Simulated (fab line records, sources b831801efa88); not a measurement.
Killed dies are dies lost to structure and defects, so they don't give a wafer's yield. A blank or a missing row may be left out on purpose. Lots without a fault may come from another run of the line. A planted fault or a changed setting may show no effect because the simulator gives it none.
Chamber matching | flow sfq_line | SFQ_TRILAYER_L0_CAP_PECVD_011 on pecvd-04: 3 sister chambers
The step deposits SiO2 from SiH4/N2O, time 13.333 s, target thk 60 nm. 6 wafers are shown with their chamber, then 7 later ones without.

WAFERS WITH THEIR CHAMBER
wafer  | chamber | throttle_valve_pct (%) | heater_power_w (W)
L131.5 | 2       | 23.7                   | 107
L132.1 | 2       | 23.4                   | 102
L132.5 | 0       | 22.7                   | 109
L133.2 | 0       | 22.9                   | 99
L135.1 | 1       | 23.0                   | 102
L135.4 | 1       | 23.1                   | 105

WAFERS WITHOUT THEIR CHAMBER
wafer  | throttle_valve_pct (%) | heater_power_w (W)
L135.5 | 23.6                   | 104
L136.2 | 22.7                   | 96
L136.5 | 23.9                   | 97
L136.6 | 23.1                   | 114
L149.3 | 23.8                   | 99
L149.4 | 23.9                   | 100
L149.5 | 23.4                   | 111

WHICH CHAMBER EACH WENT THROUGH
wafer  | from the rows above          | in truth
L135.5 | 2                            | 2
L136.2 | can't be placed: 0 or 1      | 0
L136.5 | 2                            | 2
L136.6 | can't be placed: 1 or 0 or 2 | 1
L149.3 | 2                            | 2
L149.4 | 2                            | 2
L149.5 | can't be placed: 2 or 1      | 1
Placed correctly: 4 of 7. Can't be placed from these rows: 3 (the true chamber is among the candidates in 3). Placed wrongly: 0.
How it was worked out, from the rows above alone: a wafer's distance from a chamber is the root of the sum, over the readings, of the square of ((its reading less the chamber's mean) divided by the reading's scatter). The wafer belongs to the nearest chamber; if the next one is less than 2 further off, it can't be placed. A chamber's mean is the mean of its shown wafers. The scatter: the root of (the sum of the squares of (reading less its chamber's mean) over the shown wafers, divided by (wafers less chambers)).
